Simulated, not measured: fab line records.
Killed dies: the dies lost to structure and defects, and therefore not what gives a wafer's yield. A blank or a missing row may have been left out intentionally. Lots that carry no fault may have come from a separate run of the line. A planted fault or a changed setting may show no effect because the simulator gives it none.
A lot that was struck, set against a sound lot	flow sky130	14 steps out of a route of 708
Sound: wafers L315.2, L315.3, L315.4. Struck: wafers L319.1, L319.4, L319.6. The cause is named last.
Order at every step that has rows: each side's tool, ch and its chambers, its first start. Under that, the readings that differ: sound wafers	struck wafers	difference of the means	sigmas: that difference in standard deviations of wafers without a fault.
alike: words and numbers the same on both sides, and readings whose means are apart by under 2 such deviations; not compared: readings that were withheld, readings missing a value for some wafer, numbers with overlapping values and no deviation given by the record, and bounds like >300 which may hide the same value.
The two part at a step that has a row with sigmas, a row that says differs or no value, or rows on one side only. Numbers that don't overlap but have no deviation are shown without sigmas and don't part them. A reading missing from all wafers of one side parts the sides only when that side holds two or more wafers.

first, 2 steps without rows for these wafers: SKY_NWELL_PEB_08; SKY_NWELL_DEVELOP_09 (develop time 60 s).
SKY_NWELL_OVL_MEAS_10:
  sound on overlay-01, day 7 13:11; struck on overlay-01, day 8 14:21
reading	sound	struck	difference	sigmas
NWELL_00_OVL (nm)	-3.5 -3.3 -3.7	0.1 1.8 2.0	+4.8	+3
then, 3 steps without rows for these wafers: SKY_NWELL_IMPLANT_11; SKY_NWELL_IMPLANT_12; SKY_NWELL_IMPLANT_13.
SKY_NWELL_STRIP_14: strips in O2/N2.
  sound on plasmaAsher-02 ch 0,1, day 7 13:40; struck on plasmaAsher-01 ch 0,1, day 8 14:50
  alike: drypumpMotorCurrentA, oesProductAu, stripTimeToEndpointS
  not compared: rfHoursCounterH
SKY_NWELL_TW_MEAS_15:
  sound on filmMetro-04, day 7 13:46; struck on filmMetro-03, day 8 14:56
reading	sound	struck	difference	sigmas
NWELL_TW	1841 1842 1838	1815 1806 1817	-28	-2
then, 4 steps without rows for these wafers: SKY_NWELL_DEHYDRATE_16 (time 60 s); SKY_NWELL_HMDS_17 (prime time 60 s); SKY_NWELL_COAT_18 (resist thk 3000 nm); SKY_NWELL_SOFTBAKE_19.
SKY_NWELL_EXPOSE_20: exposes mask NWM COMPLEMENT, target cd 840 nm.
  struck on ilineStepper-02, day 9 00:49; sound on ilineStepper-02 ch 0, day 8 00:14
  no value came back on the struck wafers for exposureDoseMJCm2, focusOffsetNm (nm); on the sound wafers exposureDoseMJCm2 reads 260.08 260.63 260.50
reading	sound	struck	difference	sigmas
model.NWELL.overlayYNm (nm)	1.251 1.251 1.251	0.1386 0.1386 0.1386	-1.1124	
model.NWELL.overlayXNm (nm)	0.14 0.14 0.14	0.7171 0.7171 0.7171	+0.5771	
  alike: mask
then, 1 step without rows for these wafers: SKY_NWELL_PEB_21.

## WHERE THEY PART
First at SKY_NWELL_OVL_MEAS_10; last, within this record, at SKY_NWELL_EXPOSE_20.

WHY: the cause the simulator had injected
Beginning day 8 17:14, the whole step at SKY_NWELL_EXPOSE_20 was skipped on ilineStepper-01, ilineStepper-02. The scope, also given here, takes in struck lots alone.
